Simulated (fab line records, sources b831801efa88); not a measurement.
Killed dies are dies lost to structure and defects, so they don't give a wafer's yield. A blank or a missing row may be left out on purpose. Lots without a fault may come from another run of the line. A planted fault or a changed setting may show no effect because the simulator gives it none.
Which tool did it? | flow gf180mcu | 13 lots, 38 wafers sampled, at 4 steps of a route of 602

WHAT THE GAUGES READ, wafer by wafer
GF_V5_RS_MEAS_24: measures by four-point-probe. Usual: V5_W_RS 0.3265 ohm/sq, standard deviation 0.0029.
lot  | measured     | on            | V5_W_RS (ohm/sq)     | flag
L596 | day 27 08:16 | film_metro-04 | 0.3293 0.3280 0.3302 |
L597 | day 27 12:05 | film_metro-01 | 0.3290 0.3287 0.3261 |
L598 | day 27 20:32 | film_metro-01 | 0.3272 0.3268 0.3285 |
L600 | day 28 15:14 | film_metro-01 | 0.3294 0.3265 0.3204 |
L602 | day 29 02:02 | film_metro-04 | 0.3250 0.3273 0.3307 |
L603 | day 29 09:46 | film_metro-01 | 0.3315 0.3285 0.3308 |
L604 | day 29 17:26 | film_metro-04 | 0.3262 0.3269 0.3261 |
L607 | day 30 20:05 | film_metro-04 | 0.3272 0.3265 0.3242 |
L608 | day 30 21:25 | film_metro-02 | 0.3255 0.3240        |
L609 | day 31 05:10 | film_metro-04 | 0.3265 0.3260 0.3273 |
L610 | day 31 09:03 | film_metro-04 | 0.3302 0.3283 0.3281 |
L611 | day 31 16:12 | film_metro-04 | 0.3258 0.3262 0.3265 |
L612 | day 31 22:03 | film_metro-02 | 0.3219 0.3219 0.3251 |

GF_TOP_METAL_RS_MEAS_05: measures by four-point-probe. Usual: TOP_METAL_ALCU_RS 0.0329 ohm/sq, standard deviation 0.00031.
lot  | measured     | on            | TOP_METAL_ALCU_RS (ohm/sq) | flag
L596 | day 27 08:58 | film_metro-01 | 0.0327 0.0328 0.0328       |
L597 | day 27 12:47 | film_metro-04 | 0.0329 0.0329 0.0331       |
L598 | day 27 21:14 | film_metro-03 | 0.0326 0.0322 0.0325       |
L600 | day 28 15:56 | film_metro-04 | 0.0325 0.0324 0.0326       |
L602 | day 29 02:44 | film_metro-01 | 0.0331 0.0334 0.0333       |
L603 | day 29 10:28 | film_metro-03 | 0.0330 0.0328 0.0328       |
L604 | day 29 18:08 | film_metro-04 | 0.0327 0.0326 0.0324       |
L607 | day 30 20:55 | film_metro-04 | 0.0331 0.0329 0.0330       |
L608 | day 30 22:21 | film_metro-01 | 0.0328 0.0332              |
L609 | day 31 05:52 | film_metro-04 | 0.0332 0.0332 0.0332       |
L610 | day 31 09:45 | film_metro-03 | 0.0330 0.0327 0.0329       |
L611 | day 31 16:54 | film_metro-04 | 0.0327 0.0331 0.0329       |
L612 | day 31 22:45 | film_metro-04 | 0.0324 0.0325 0.0327       |

WHICH TOOL RAN EACH LOT (tool, then ch and the chambers of the sampled wafers, then the start)
lot  | GF_M4_METAL_ETCH_16               | GF_V5_CMP_26
L596 | rie_metal-04 ch 0,1, day 23 13:23 | cmp-02 ch 1,2, day 27 08:26
L597 | rie_metal-04 ch 0,1, day 23 17:50 | cmp-02 ch 0,2, day 27 12:16
L598 | rie_metal-01 ch 0,1, day 24 02:28 | cmp-02 ch 0,1,3, day 27 20:46
L600 | rie_metal-01 ch 0,1, day 24 21:04 | cmp-02 ch 2,3, day 28 15:26
L602 | rie_metal-01 ch 0,1, day 25 11:17 | cmp-01 ch 0,1, day 29 02:11
L603 | rie_metal-01 ch 0,1, day 25 20:19 | cmp-01 ch 0,2,3, day 29 09:56
L604 | rie_metal-04 ch 0,1, day 26 04:42 | cmp-02 ch 0,2,3, day 29 17:37
L607 | rie_metal-03 ch 0,1, day 27 08:38 | cmp-02 ch 1,2, day 30 20:23
L608 | rie_metal-01 ch 1, day 27 11:41   | cmp-02 ch 0,1, day 30 21:46
L609 | rie_metal-04 ch 0,1, day 27 19:04 | cmp-01 ch 1,2,3, day 31 05:20
L610 | rie_metal-01 ch 0,1, day 28 00:03 | cmp-01 ch 1,2,3, day 31 09:14
L611 | rie_metal-04 ch 0,1, day 28 07:25 | cmp-01 ch 0,2,3, day 31 16:23
L612 | rie_metal-03 ch 0,1, day 28 14:02 | cmp-02 ch 1,2, day 31 22:13
- GF_M4_METAL_ETCH_16: etches the open film in Cl2/BCl3, stops on SiO2, target depth 750.8 nm, time 125.1 s.
- GF_V5_CMP_26: polishes, stops on SiO2, t overpolish 15 s, target thk 0 nm.

WHAT THE TOOLS THEMSELVES READ (means of the sampled wafers that have a number; where no wafer has one, the mark that the record gives instead)
GF_M4_METAL_ETCH_16. Usual: drypump_motor_current_A 5.7 A, standard deviation 0.46; oes_product_au 0.989 a.u., standard deviation 0.0052; throttle_valve_pct 28.232 %, standard deviation 0.0089.
lot  | tool         | drypump_motor_current_A (A) | oes_product_au (a.u.) | throttle_valve_pct (%) | flag
L596 | rie_metal-04 | 5.7                         | 0.984                 | 28.235                 |
L597 | rie_metal-04 | 5.4                         | 0.988                 | 28.232                 |
L598 | rie_metal-01 | 6.0                         | 0.996                 | 28.228                 |
L600 | rie_metal-01 | 5.6                         | 0.988                 | 28.233                 |
L602 | rie_metal-01 | 5.6                         | 0.982                 | 28.226                 |
L603 | rie_metal-01 | 6.0                         | 0.992                 | 28.234                 |
L604 | rie_metal-04 | 5.4                         | 0.991                 | 28.238                 |
L607 | rie_metal-03 | 5.7                         | 0.989                 | 28.238                 |
L608 | rie_metal-01 | 6.3                         | 0.986                 | 28.229                 |
L609 | rie_metal-04 | 5.4                         | 0.985                 | 28.236                 |
L610 | rie_metal-01 | 5.6                         | 0.990                 | 28.227                 |
L611 | rie_metal-04 | 5.4                         | 0.991                 | 28.234                 |
L612 | rie_metal-03 | 5.8                         | 0.990                 | 28.231                 |

GF_V5_CMP_26. Usual: edge_zone_pressure_frac 1.000, standard deviation 0.0041; motor_current_A 10.8 A, standard deviation 0.71; overpolish_run_s 14.999 s, standard deviation 0.0094; time_to_endpoint_s 84.5 s, standard deviation 2.4.
lot  | tool   | edge_zone_pressure_frac | motor_current_A (A) | overpolish_run_s (s) | time_to_endpoint_s (s) | flag
L596 | cmp-02 | 1.004                   | 10.3                | 14.995               | 81.2                   |
L597 | cmp-02 | 1.001                   | 10.8                | 15.001               | 87.2                   |
L598 | cmp-02 | 1.000                   | 10.9                | 14.993               | 82.8                   |
L600 | cmp-02 | 0.997                   | 10.7                | 14.997               | 84.3                   |
L602 | cmp-01 | 0.996                   | 10.4                | 14.993               | 84.9                   |
L603 | cmp-01 | 1.001                   | 11.1                | 14.995               | 82.3                   |
L604 | cmp-02 | 1.004                   | 10.7                | 14.998               | 84.1                   |
L607 | cmp-02 | 0.998                   | 10.2                | 15.000               | 87.2                   |
L608 | cmp-02 | 1.002                   | 10.7                | 14.991               | 85.9                   |
L609 | cmp-01 | 1.003                   | 11.2                | 15.016               | 84.7                   |
L610 | cmp-01 | 1.000                   | 11.0                | 15.001               | 83.7                   |
L611 | cmp-01 | 1.003                   | 10.7                | 15.009               | 84.7                   |
L612 | cmp-02 | 1.002                   | 10.2                | 15.012               | 85.9                   |

THE ANSWER, worked out from the rows above alone
Rule: a lot is off if the mean of its wafers that have a number lies more than 3 standard deviations from the usual mean. A lot without any number at a reading at which 4 lots or more have one is off too. The other lots that the step has rows for count as sound. The gauges are gone through in route order, then the tools' own readings, and for those a lot's mean is taken as printed above. The first step at which some lot is off is used, and at that step the reading that is off furthest; a lot without a number counts as furthest.
No lot is off at any reading shown: from this, nothing can be told.

WHAT THE SIMULATOR HAD PUT IN
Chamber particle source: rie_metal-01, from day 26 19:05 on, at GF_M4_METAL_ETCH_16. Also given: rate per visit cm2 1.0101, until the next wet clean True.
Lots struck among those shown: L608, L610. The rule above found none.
